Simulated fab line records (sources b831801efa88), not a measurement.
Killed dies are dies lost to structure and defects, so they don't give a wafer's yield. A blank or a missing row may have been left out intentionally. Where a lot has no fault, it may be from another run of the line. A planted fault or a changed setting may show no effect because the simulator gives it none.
Which tool is to blame?	flow sky130	Sampling: 12 lots, 33 wafers, 3 of 708 route steps

## WHAT THE GAUGES READ, wafer by wafer
SKY_SONOS_ONO_THK_MEAS_05. Usual: SONOS_ONO_CVD_04_THK typically reads 5.77 nm, with standard deviation 0.11.
lot	measured	on	SONOS_ONO_CVD_04_THK (nm)	flag
L267	day 11 16:42	film-metro-04	5.75 5.77 5.76	
L270	day 13 05:11	film-metro-03	6.10 5.86 5.90	
L272	day 13 21:19	film-metro-01	5.80 5.73 5.75	
L273	day 14 06:37	film-metro-01	5.71 5.90 5.94	
L274	day 14 15:47	film-metro-03	5.74 5.91 5.99	
L275	day 15 02:35	film-metro-04	5.84 5.88 5.91	
L280	day 17 18:32	film-metro-04	5.63 5.61	
L281	day 17 18:34	film-metro-01	5.84 5.83 5.78	
L284	day 18 00:36	film-metro-04	5.69 5.66	
L286	day 19 01:06	film-metro-04	5.80 5.72	
L288	day 19 19:19	film-metro-03	5.79 5.84 5.95	
L289	day 20 06:04	film-metro-01	5.72 5.60 5.64	

SKY_GATE_OXIDE_OVL_MEAS_10. Usual: GATE_OXIDE_OVL typically reads 0.0 nm, with standard deviation 1.3.
lot	measured	on	GATE_OXIDE_OVL (nm)	flag
L267	day 13 21:40	overlay-01	-0.8 -1.3 -1.3	
L270	day 15 11:34	overlay-02	-2.2 -1.8 -2.5	
L272	day 16 06:24	overlay-02	0.1 -0.6 1.3	
L273	day 16 15:22	overlay-02	1.6 3.0 3.1	
L274	day 17 00:55	overlay-01	1.4 0.2 1.6	
L275	day 17 13:04	overlay-02	0.9 2.6 1.0	
L280	day 20 10:30	overlay-02	-0.2 1.0	
L281	day 20 10:28	overlay-01	1.0 -0.3 1.7	
L284	day 20 15:10	overlay-01	-2.6 -0.9	
L286	day 21 18:31	overlay-01	3.2 2.1	
L288	day 22 10:57	overlay-01	-1.2 -0.8 -1.2	
L289	day 22 22:51	overlay-02	0.6 -0.2 0.3	

## TOOL THAT RAN EACH LOT (tool first, then ch and the chambers of the sampled wafers, then the start)
lot	SKY_SONOS_ONO_ETCH_15
L267	rie-diel-03 ch 0,2,3, day 12 18:31
L270	rie-diel-03 ch 2,3, day 14 06:52
L272	rie-diel-02 ch 0,1,3, day 15 00:04
L273	rie-diel-02 ch 2,3, day 15 09:41
L274	rie-diel-02 ch 1,2, day 15 19:19
L275	rie-diel-03 ch 1,2,3, day 16 06:40
L280	rie-diel-03 ch 0, day 19 01:22
L281	rie-diel-02 ch 2,3, day 19 01:11
L284	rie-diel-02 ch 2,3, day 19 06:49
L286	rie-diel-02 ch 3, day 20 07:28
L288	rie-diel-04 ch 1,3, day 21 01:41
L289	rie-diel-03 ch 0,1,2, day 21 13:19
- SKY_SONOS_ONO_ETCH_15: etches the open film in CHF3/O2, target depth 19.52 nm, time 7.8 s.

## AS READ BY THE TOOLS THEMSELVES (means over the sampled wafers that have a number; for cases with no such wafer, the mark the record gives instead)
SKY_SONOS_ONO_ETCH_15. Usual: O2_flow_sccm 5.000 sccm, standard deviation 0.014; chamber-pressure-mTorr 40.01 mTorr, standard deviation 0.037; drypump-motor-current-A 5.8 A, standard deviation 0.39; oes-product-au 1.002 a.u., standard deviation 0.0069; throttle-valve-pct 8.825 %, standard deviation 0.0085.
lot	tool	O2_flow_sccm (sccm)	chamber-pressure-mTorr (mTorr)	drypump-motor-current-A (A)	oes-product-au (a.u.)	throttle-valve-pct (%)	flag
L267	rie-diel-03	4.999	40.04	5.6	1.002	8.824	
L270	rie-diel-03	4.999	40.01	5.3	1.002	8.823	
L272	rie-diel-02	4.994	40.03	5.7	1.007	8.833	
L273	rie-diel-02	4.993	40.02	5.7	1.002	8.821	
L274	rie-diel-02	5.001	40.01	5.8	0.996	8.822	
L275	rie-diel-03	5.003	39.98	5.7	0.993	8.826	
L280	rie-diel-03	4.994	40.02	5.9	1.010	8.832	
L281	rie-diel-02	5.016	40.04	5.7	1.001	8.824	
L284	rie-diel-02	5.005	39.97	5.8	1.003	8.829	
L286	rie-diel-02	5.004	39.97	5.9	1.000	8.819	
L288	rie-diel-04	5.000	40.00	5.8	1.006	8.826	
L289	rie-diel-03	5.008	40.02	5.9	0.999	8.831	

## THE ANSWER, worked out from the rows above alone
Rule: lot off if the mean of its wafers having a number is beyond 3 standard deviations from the usual mean. A lot without any number at a reading at which 4 lots or more have one is off too. Where the step has rows for the other lots, those lots are counted as sound. First the gauges in route order, then the tools' own readings, where a lot's mean is used as printed above. At the first step where some lot is off, the reading lying furthest off is the one used; lots without a number count as furthest.
Nothing can be told from this: no lot is off at any reading shown.

## WHAT THE SIMULATOR HAD INSERTED
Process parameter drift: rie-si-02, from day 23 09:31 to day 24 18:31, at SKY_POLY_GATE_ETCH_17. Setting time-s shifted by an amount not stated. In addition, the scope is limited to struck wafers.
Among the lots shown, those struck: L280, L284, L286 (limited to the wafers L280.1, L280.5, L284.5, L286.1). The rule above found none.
